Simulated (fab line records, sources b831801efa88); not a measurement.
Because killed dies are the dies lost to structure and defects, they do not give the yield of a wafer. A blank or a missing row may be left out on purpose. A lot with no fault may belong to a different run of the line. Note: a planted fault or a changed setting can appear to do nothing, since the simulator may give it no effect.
Which tool was responsible? || flow sky130 || Sampling: 12 lots, 36 wafers, 5 of 708 route steps

## WHAT THE GAUGES READ, wafer by wafer
The record holds no reading of a measuring or inspecting step that can be judged against a usual standard deviation.

## WHICH TOOL RAN EACH LOT (tool, then ch and the chambers of the sampled wafers, then the start)
{"lot": "L918", "SKY_VIA4_STRIP_13": "plasma-asher-02 ch 0,1, day 43 02:15", "SKY_METAL5_SPUTTER_02": "pvd-sputter-02, day 43 03:40", "SKY_PASSIVATION_CVD_00": "pecvd-01 ch 0,1,2, day 44 03:21", "SKY_PASSIVATION_CVD_02": "pecvd-04 ch 1,2, day 44 03:26", "SKY_PAD_OPEN_PROBE_99": "prober-01, day 46 00:55"}
{"lot": "L920", "SKY_VIA4_STRIP_13": "plasma-asher-04 ch 0,1, day 43 06:50", "SKY_METAL5_SPUTTER_02": "pvd-sputter-04, day 43 08:17", "SKY_PASSIVATION_CVD_00": "pecvd-04 ch 0,1,2, day 44 08:52", "SKY_PASSIVATION_CVD_02": "pecvd-01 ch 0,1,2, day 44 08:56", "SKY_PAD_OPEN_PROBE_99": "prober-01, day 46 06:01"}
{"lot": "L921", "SKY_VIA4_STRIP_13": "plasma-asher-02 ch 0,1, day 43 14:06", "SKY_METAL5_SPUTTER_02": "pvd-sputter-01, day 43 15:52", "SKY_PASSIVATION_CVD_00": "pecvd-04 ch 0,1, day 44 16:01", "SKY_PASSIVATION_CVD_02": "pecvd-02 ch 1,2, day 44 16:06", "SKY_PAD_OPEN_PROBE_99": "prober-02, day 46 13:55"}
{"lot": "L923", "SKY_VIA4_STRIP_13": "plasma-asher-02 ch 0,1, day 44 05:06", "SKY_METAL5_SPUTTER_02": "pvd-sputter-04, day 44 06:31", "SKY_PASSIVATION_CVD_00": "pecvd-04 ch 0,2, day 45 05:06", "SKY_PASSIVATION_CVD_02": "pecvd-01 ch 0,1, day 45 05:11", "SKY_PAD_OPEN_PROBE_99": "prober-02, day 47 01:40"}
{"lot": "L930", "SKY_VIA4_STRIP_13": "plasma-asher-02 ch 0,1, day 46 14:09", "SKY_METAL5_SPUTTER_02": "pvd-sputter-02, day 46 15:29", "SKY_PASSIVATION_CVD_00": "pecvd-04 ch 0,2, day 47 12:35", "SKY_PASSIVATION_CVD_02": "pecvd-02 ch 0,2, day 47 12:40", "SKY_PAD_OPEN_PROBE_99": "prober-02, day 49 04:25"}
{"lot": "L929", "SKY_VIA4_STRIP_13": "plasma-asher-04 ch 0,1, day 46 17:23", "SKY_METAL5_SPUTTER_02": "pvd-sputter-02, day 46 18:43", "SKY_PASSIVATION_CVD_00": "pecvd-01 ch 0,1, day 47 14:48", "SKY_PASSIVATION_CVD_02": "pecvd-04 ch 0,1, day 47 14:53", "SKY_PAD_OPEN_PROBE_99": "prober-01, day 49 07:09"}
{"lot": "L932", "SKY_VIA4_STRIP_13": "plasma-asher-01 ch 0,1, day 47 05:27", "SKY_METAL5_SPUTTER_02": "pvd-sputter-01, day 47 06:47", "SKY_PASSIVATION_CVD_00": "pecvd-04 ch 0,1, day 48 03:29", "SKY_PASSIVATION_CVD_02": "pecvd-01 ch 0,1,2, day 48 03:35", "SKY_PAD_OPEN_PROBE_99": "prober-02, day 49 18:28"}
{"lot": "L931", "SKY_VIA4_STRIP_13": "plasma-asher-02 ch 0,1, day 47 06:56", "SKY_METAL5_SPUTTER_02": "pvd-sputter-01, day 47 08:14", "SKY_PASSIVATION_CVD_00": "pecvd-02 ch 0,2, day 48 05:22", "SKY_PASSIVATION_CVD_02": "pecvd-01 ch 0,1,2, day 48 05:26", "SKY_PAD_OPEN_PROBE_99": "prober-01, day 49 20:58"}
{"lot": "L935", "SKY_VIA4_STRIP_13": "plasma-asher-04 ch 0,1, day 47 18:02", "SKY_METAL5_SPUTTER_02": "pvd-sputter-01, day 47 19:22", "SKY_PASSIVATION_CVD_00": "pecvd-01 ch 0,1,2, day 48 14:56", "SKY_PASSIVATION_CVD_02": "pecvd-04 ch 1, day 48 15:01", "SKY_PAD_OPEN_PROBE_99": "prober-02, day 50 05:49"}
{"lot": "L936", "SKY_VIA4_STRIP_13": "plasma-asher-02 ch 0,1, day 47 19:24", "SKY_METAL5_SPUTTER_02": "pvd-sputter-01, day 47 20:50", "SKY_PASSIVATION_CVD_00": "pecvd-02 ch 0,1,2, day 48 16:48", "SKY_PASSIVATION_CVD_02": "pecvd-04 ch 0,1, day 48 16:53", "SKY_PAD_OPEN_PROBE_99": "prober-01, day 50 07:46"}
{"lot": "L938", "SKY_VIA4_STRIP_13": "plasma-asher-02 ch 0,1, day 48 01:32", "SKY_METAL5_SPUTTER_02": "pvd-sputter-04, day 48 02:50", "SKY_PASSIVATION_CVD_00": "pecvd-02 ch 0,1,2, day 48 23:05", "SKY_PASSIVATION_CVD_02": "pecvd-01 ch 0,1,2, day 48 23:16", "SKY_PAD_OPEN_PROBE_99": "prober-01, day 50 12:45"}
{"lot": "L940", "SKY_VIA4_STRIP_13": "plasma-asher-02 ch 0,1, day 48 14:21", "SKY_METAL5_SPUTTER_02": "pvd-sputter-04, day 48 15:41", "SKY_PASSIVATION_CVD_00": "pecvd-01 ch 0,1, day 49 10:57", "SKY_PASSIVATION_CVD_02": "pecvd-02 ch 0,1, day 49 11:02", "SKY_PAD_OPEN_PROBE_99": "prober-01, day 50 23:26"}
- SKY_VIA4_STRIP_13: strips in O2/N2.
- SKY_METAL5_SPUTTER_02: material AlCu, target thk 1150 nm, time 61.2 s.
- SKY_PASSIVATION_CVD_00: deposits SiO2, target thk 90 nm.
- SKY_PASSIVATION_CVD_02: deposits Si3N4, target thk 540 nm.
- SKY_PAD_OPEN_PROBE_99

## AS READ BY THE TOOLS THEMSELVES (means over the sampled wafers that have a number; for cases with no such wafer, the mark the record gives instead)
SKY_VIA4_STRIP_13. Usual: drypump-motor-current-A 5.43 A, standard deviation 0.19; n2-flow-sccm 300.1 sccm, standard deviation 0.97; oes-product-au 0.710 a.u., standard deviation 0.0043; strip-time-to-endpoint-s 12.806 s, standard deviation 0.027.
{"lot": "L918", "tool": "plasma-asher-02", "drypump-motor-current-A (A)": 5.57, "n2-flow-sccm (sccm)": 299.8, "oes-product-au (a.u.)": 0.706, "strip-time-to-endpoint-s (s)": 12.814, "flag": ""}
{"lot": "L920", "tool": "plasma-asher-04", "drypump-motor-current-A (A)": 5.11, "n2-flow-sccm (sccm)": 300.1, "oes-product-au (a.u.)": 0.713, "strip-time-to-endpoint-s (s)": 12.815, "flag": ""}
{"lot": "L921", "tool": "plasma-asher-02", "drypump-motor-current-A (A)": 5.58, "n2-flow-sccm (sccm)": 300.7, "oes-product-au (a.u.)": 0.710, "strip-time-to-endpoint-s (s)": 12.812, "flag": ""}
{"lot": "L923", "tool": "plasma-asher-02", "drypump-motor-current-A (A)": 5.54, "n2-flow-sccm (sccm)": 299.8, "oes-product-au (a.u.)": 0.708, "strip-time-to-endpoint-s (s)": 12.786, "flag": ""}
{"lot": "L930", "tool": "plasma-asher-02", "drypump-motor-current-A (A)": 5.56, "n2-flow-sccm (sccm)": 300.3, "oes-product-au (a.u.)": 0.709, "strip-time-to-endpoint-s (s)": 12.816, "flag": ""}
{"lot": "L929", "tool": "plasma-asher-04", "drypump-motor-current-A (A)": 5.09, "n2-flow-sccm (sccm)": 301.2, "oes-product-au (a.u.)": 0.706, "strip-time-to-endpoint-s (s)": 12.824, "flag": ""}
{"lot": "L932", "tool": "plasma-asher-01", "drypump-motor-current-A (A)": 5.46, "n2-flow-sccm (sccm)": 299.9, "oes-product-au (a.u.)": 0.709, "strip-time-to-endpoint-s (s)": 12.796, "flag": ""}
{"lot": "L931", "tool": "plasma-asher-02", "drypump-motor-current-A (A)": 5.58, "n2-flow-sccm (sccm)": 300.0, "oes-product-au (a.u.)": 0.716, "strip-time-to-endpoint-s (s)": 12.798, "flag": ""}
{"lot": "L935", "tool": "plasma-asher-04", "drypump-motor-current-A (A)": 5.21, "n2-flow-sccm (sccm)": 299.9, "oes-product-au (a.u.)": 0.713, "strip-time-to-endpoint-s (s)": 12.820, "flag": ""}
{"lot": "L936", "tool": "plasma-asher-02", "drypump-motor-current-A (A)": 5.58, "n2-flow-sccm (sccm)": 300.2, "oes-product-au (a.u.)": 0.709, "strip-time-to-endpoint-s (s)": 12.809, "flag": ""}
{"lot": "L938", "tool": "plasma-asher-02", "drypump-motor-current-A (A)": 5.53, "n2-flow-sccm (sccm)": 299.1, "oes-product-au (a.u.)": 0.713, "strip-time-to-endpoint-s (s)": 12.798, "flag": ""}
{"lot": "L940", "tool": "plasma-asher-02", "drypump-motor-current-A (A)": 5.55, "n2-flow-sccm (sccm)": 301.0, "oes-product-au (a.u.)": 0.710, "strip-time-to-endpoint-s (s)": 12.801, "flag": ""}

SKY_METAL5_SPUTTER_02. Usual: throttle-valve-pct 29.3 %, standard deviation 1.1.
{"lot": "L918", "tool": "pvd-sputter-02", "throttle-valve-pct (%)": 30.2, "flag": ""}
{"lot": "L920", "tool": "pvd-sputter-04", "throttle-valve-pct (%)": 27.9, "flag": ""}
{"lot": "L921", "tool": "pvd-sputter-01", "throttle-valve-pct (%)": 28.8, "flag": ""}
{"lot": "L923", "tool": "pvd-sputter-04", "throttle-valve-pct (%)": 28.3, "flag": ""}
{"lot": "L930", "tool": "pvd-sputter-02", "throttle-valve-pct (%)": 30.1, "flag": ""}
{"lot": "L929", "tool": "pvd-sputter-02", "throttle-valve-pct (%)": 29.2, "flag": ""}
{"lot": "L932", "tool": "pvd-sputter-01", "throttle-valve-pct (%)": 28.5, "flag": ""}
{"lot": "L931", "tool": "pvd-sputter-01", "throttle-valve-pct (%)": 28.5, "flag": ""}
{"lot": "L935", "tool": "pvd-sputter-01", "throttle-valve-pct (%)": 28.9, "flag": ""}
{"lot": "L936", "tool": "pvd-sputter-01", "throttle-valve-pct (%)": 29.5, "flag": ""}
{"lot": "L938", "tool": "pvd-sputter-04", "throttle-valve-pct (%)": 29.1, "flag": ""}
{"lot": "L940", "tool": "pvd-sputter-04", "throttle-valve-pct (%)": 29.3, "flag": ""}

SKY_PASSIVATION_CVD_00. Usual: heater-power-w 664 W, standard deviation 110.
{"lot": "L918", "tool": "pecvd-01", "heater-power-w (W)": 744, "flag": ""}
{"lot": "L920", "tool": "pecvd-04", "heater-power-w (W)": 619, "flag": ""}
{"lot": "L921", "tool": "pecvd-04", "heater-power-w (W)": 552, "flag": ""}
{"lot": "L923", "tool": "pecvd-04", "heater-power-w (W)": 520, "flag": ""}
{"lot": "L930", "tool": "pecvd-04", "heater-power-w (W)": 620, "flag": ""}
{"lot": "L929", "tool": "pecvd-01", "heater-power-w (W)": 796, "flag": ""}
{"lot": "L932", "tool": "pecvd-04", "heater-power-w (W)": 613, "flag": ""}
{"lot": "L931", "tool": "pecvd-02", "heater-power-w (W)": 641, "flag": ""}
{"lot": "L935", "tool": "pecvd-01", "heater-power-w (W)": 744, "flag": ""}
{"lot": "L936", "tool": "pecvd-02", "heater-power-w (W)": 678, "flag": ""}
{"lot": "L938", "tool": "pecvd-02", "heater-power-w (W)": 674, "flag": ""}
{"lot": "L940", "tool": "pecvd-01", "heater-power-w (W)": 790, "flag": ""}

SKY_PASSIVATION_CVD_02. Usual: heater-power-w 707 W, standard deviation 110.
{"lot": "L918", "tool": "pecvd-04", "heater-power-w (W)": 708, "flag": ""}
{"lot": "L920", "tool": "pecvd-01", "heater-power-w (W)": 752, "flag": ""}
{"lot": "L921", "tool": "pecvd-02", "heater-power-w (W)": 687, "flag": ""}
{"lot": "L923", "tool": "pecvd-01", "heater-power-w (W)": 868, "flag": ""}
{"lot": "L930", "tool": "pecvd-02", "heater-power-w (W)": 767, "flag": ""}
{"lot": "L929", "tool": "pecvd-04", "heater-power-w (W)": 617, "flag": ""}
{"lot": "L932", "tool": "pecvd-01", "heater-power-w (W)": 735, "flag": ""}
{"lot": "L931", "tool": "pecvd-01", "heater-power-w (W)": 756, "flag": ""}
{"lot": "L935", "tool": "pecvd-04", "heater-power-w (W)": 731, "flag": ""}
{"lot": "L936", "tool": "pecvd-04", "heater-power-w (W)": 587, "flag": ""}
{"lot": "L938", "tool": "pecvd-01", "heater-power-w (W)": 752, "flag": ""}
{"lot": "L940", "tool": "pecvd-02", "heater-power-w (W)": 764, "flag": ""}

SKY_PAD_OPEN_PROBE_99. Usual: defect-limited-yield 82.9 %, standard deviation 1.7; killed_at_M0_to_M3 42, standard deviation 6.7; killed_at_M4_up 3.4, standard deviation 2; killed-at-contacts 24, standard deviation 5.1; killed-at-front-end 14, standard deviation 4.2; killed-at-other 0.2, standard deviation 0.49; killed-dies 84, standard deviation 8.4; killed-on-rim 17, standard deviation 3.6; killed-open 46, standard deviation 7; killed-short 39, standard deviation 5.8; sort_bin_3_pad_short 0.8 %, standard deviation 0.42; sort_bin_5_function 10.2 %, standard deviation 1.3; sort_bin_6_memory 6.1 %, standard deviation 1; sort-n-pass 408, standard deviation 8.4; sort-yield-pct 82.9 %, standard deviation 1.7.
{"lot": "L918", "tool": "prober-01", "defect-limited-yield (%)": 81.7, "killed_at_M0_to_M3": 47, "killed_at_M4_up": 2.3, "killed-at-contacts": 23, "killed-at-front-end": 17, "killed-at-other": 0.7, "killed-dies": 90, "killed-on-rim": 20, "killed-open": 50, "killed-short": 40, "sort_bin_3_pad_short (%)": 0.8, "sort_bin_5_function (%)": 10.4, "sort_bin_6_memory (%)": 7.1, "sort-n-pass": 402, "sort-yield-pct (%)": 81.7, "flag": ""}
{"lot": "L920", "tool": "prober-01", "defect-limited-yield (%)": 82.0, "killed_at_M0_to_M3": 48, "killed_at_M4_up": 1.0, "killed-at-contacts": 24, "killed-at-front-end": 15, "killed-at-other": 0.3, "killed-dies": 88, "killed-on-rim": 20, "killed-open": 40, "killed-short": 49, "sort_bin_3_pad_short (%)": 1.1, "sort_bin_5_function (%)": 10.9, "sort_bin_6_memory (%)": 6.0, "sort-n-pass": 404, "sort-yield-pct (%)": 82.0, "flag": ""}
{"lot": "L921", "tool": "prober-02", "defect-limited-yield (%)": 81.8, "killed_at_M0_to_M3": 44, "killed_at_M4_up": 1.3, "killed-at-contacts": 23, "killed-at-front-end": 21, "killed-at-other": 0.0, "killed-dies": 89, "killed-on-rim": 18, "killed-open": 49, "killed-short": 40, "sort_bin_3_pad_short (%)": 0.5, "sort_bin_5_function (%)": 11.3, "sort_bin_6_memory (%)": 6.4, "sort-n-pass": 403, "sort-yield-pct (%)": 81.8, "flag": ""}
{"lot": "L923", "tool": "prober-02", "defect-limited-yield (%)": 80.5, "killed_at_M0_to_M3": 48, "killed_at_M4_up": 2.0, "killed-at-contacts": 30, "killed-at-front-end": 16, "killed-at-other": 0.0, "killed-dies": 96, "killed-on-rim": 17, "killed-open": 53, "killed-short": 43, "sort_bin_3_pad_short (%)": 0.7, "sort_bin_5_function (%)": 11.4, "sort_bin_6_memory (%)": 7.4, "sort-n-pass": 396, "sort-yield-pct (%)": 80.5, "flag": ""}
{"lot": "L930", "tool": "prober-02", "defect-limited-yield (%)": 77.9, "killed_at_M0_to_M3": 50, "killed_at_M4_up": 31.0, "killed-at-contacts": 17, "killed-at-front-end": 10, "killed-at-other": 0.3, "killed-dies": 109, "killed-on-rim": 29, "killed-open": 45, "killed-short": 38, "sort_bin_3_pad_short (%)": 2.2, "sort_bin_5_function (%)": 12.9, "sort_bin_6_memory (%)": 7.0, "sort-n-pass": 383, "sort-yield-pct (%)": 77.9, "flag": "OFF"}
{"lot": "L929", "tool": "prober-01", "defect-limited-yield (%)": 78.6, "killed_at_M0_to_M3": 40, "killed_at_M4_up": 27.3, "killed-at-contacts": 22, "killed-at-front-end": 16, "killed-at-other": 0.0, "killed-dies": 105, "killed-on-rim": 26, "killed-open": 49, "killed-short": 33, "sort_bin_3_pad_short (%)": 1.9, "sort_bin_5_function (%)": 13.4, "sort_bin_6_memory (%)": 6.0, "sort-n-pass": 387, "sort-yield-pct (%)": 78.6, "flag": "OFF"}
{"lot": "L932", "tool": "prober-02", "defect-limited-yield (%)": 83.4, "killed_at_M0_to_M3": 39, "killed_at_M4_up": 4.3, "killed-at-contacts": 22, "killed-at-front-end": 16, "killed-at-other": 0.0, "killed-dies": 81, "killed-on-rim": 17, "killed-open": 46, "killed-short": 36, "sort_bin_3_pad_short (%)": 0.5, "sort_bin_5_function (%)": 10.7, "sort_bin_6_memory (%)": 5.4, "sort-n-pass": 411, "sort-yield-pct (%)": 83.4, "flag": ""}
{"lot": "L931", "tool": "prober-01", "defect-limited-yield (%)": 83.0, "killed_at_M0_to_M3": 42, "killed_at_M4_up": 1.7, "killed-at-contacts": 21, "killed-at-front-end": 18, "killed-at-other": 0.0, "killed-dies": 83, "killed-on-rim": 18, "killed-open": 46, "killed-short": 37, "sort_bin_3_pad_short (%)": 0.8, "sort_bin_5_function (%)": 9.8, "sort_bin_6_memory (%)": 6.4, "sort-n-pass": 409, "sort-yield-pct (%)": 83.0, "flag": ""}
{"lot": "L935", "tool": "prober-02", "defect-limited-yield (%)": 84.2, "killed_at_M0_to_M3": 43, "killed_at_M4_up": 3.0, "killed-at-contacts": 21, "killed-at-front-end": 11, "killed-at-other": 0.0, "killed-dies": 78, "killed-on-rim": 11, "killed-open": 43, "killed-short": 35, "sort_bin_3_pad_short (%)": 0.7, "sort_bin_5_function (%)": 9.3, "sort_bin_6_memory (%)": 5.8, "sort-n-pass": 414, "sort-yield-pct (%)": 84.2, "flag": ""}
{"lot": "L936", "tool": "prober-01", "defect-limited-yield (%)": 82.3, "killed_at_M0_to_M3": 46, "killed_at_M4_up": 3.7, "killed-at-contacts": 26, "killed-at-front-end": 12, "killed-at-other": 0.0, "killed-dies": 87, "killed-on-rim": 18, "killed-open": 44, "killed-short": 43, "sort_bin_3_pad_short (%)": 0.9, "sort_bin_5_function (%)": 10.2, "sort_bin_6_memory (%)": 6.5, "sort-n-pass": 405, "sort-yield-pct (%)": 82.3, "flag": ""}
{"lot": "L938", "tool": "prober-01", "defect-limited-yield (%)": 84.5, "killed_at_M0_to_M3": 32, "killed_at_M4_up": 3.0, "killed-at-contacts": 26, "killed-at-front-end": 14, "killed-at-other": 0.0, "killed-dies": 76, "killed-on-rim": 18, "killed-open": 38, "killed-short": 38, "sort_bin_3_pad_short (%)": 0.7, "sort_bin_5_function (%)": 9.2, "sort_bin_6_memory (%)": 5.5, "sort-n-pass": 416, "sort-yield-pct (%)": 84.5, "flag": ""}
{"lot": "L940", "tool": "prober-01", "defect-limited-yield (%)": 80.8, "killed_at_M0_to_M3": 50, "killed_at_M4_up": 5.0, "killed-at-contacts": 22, "killed-at-front-end": 17, "killed-at-other": 0.3, "killed-dies": 95, "killed-on-rim": 17, "killed-open": 52, "killed-short": 43, "sort_bin_3_pad_short (%)": 0.7, "sort_bin_5_function (%)": 11.3, "sort_bin_6_memory (%)": 7.2, "sort-n-pass": 397, "sort-yield-pct (%)": 80.8, "flag": ""}

## THE ANSWER, worked out from the rows above alone
Rule: lot off if the mean of its wafers having a number is beyond 3 standard deviations from the usual mean. Also off: a lot with no number at a reading for which 4 or more lots have one. All remaining lots with rows at the step are treated as sound. Order of review: gauges by route order, followed by the tools' own readings, for which a lot's mean as printed above is used. The first step at which some lot is off is used, and at that step the reading that is off furthest; a lot without a number counts as furthest.
Off: L930, L929 (SKY_PAD_OPEN_PROBE_99, killed_at_M4_up).
A tool fits if, at that step or a process step before it, it ran every lot that is off, and no sound lot after the first of them. One fits: SKY_METAL5_SPUTTER_02 on pvd-sputter-02. Its last sound lot is L918 (day 43 03:40), its first lot that is off L930 (day 46 15:29): a fault that began between those two fits.

## WHAT THE SIMULATOR HAD PUT IN
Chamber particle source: pvd-sputter-02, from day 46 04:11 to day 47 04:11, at SKY_METAL5_SPUTTER_02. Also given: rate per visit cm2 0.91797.
Lots struck among those shown: L930, L929. This agrees with what the rule above found.
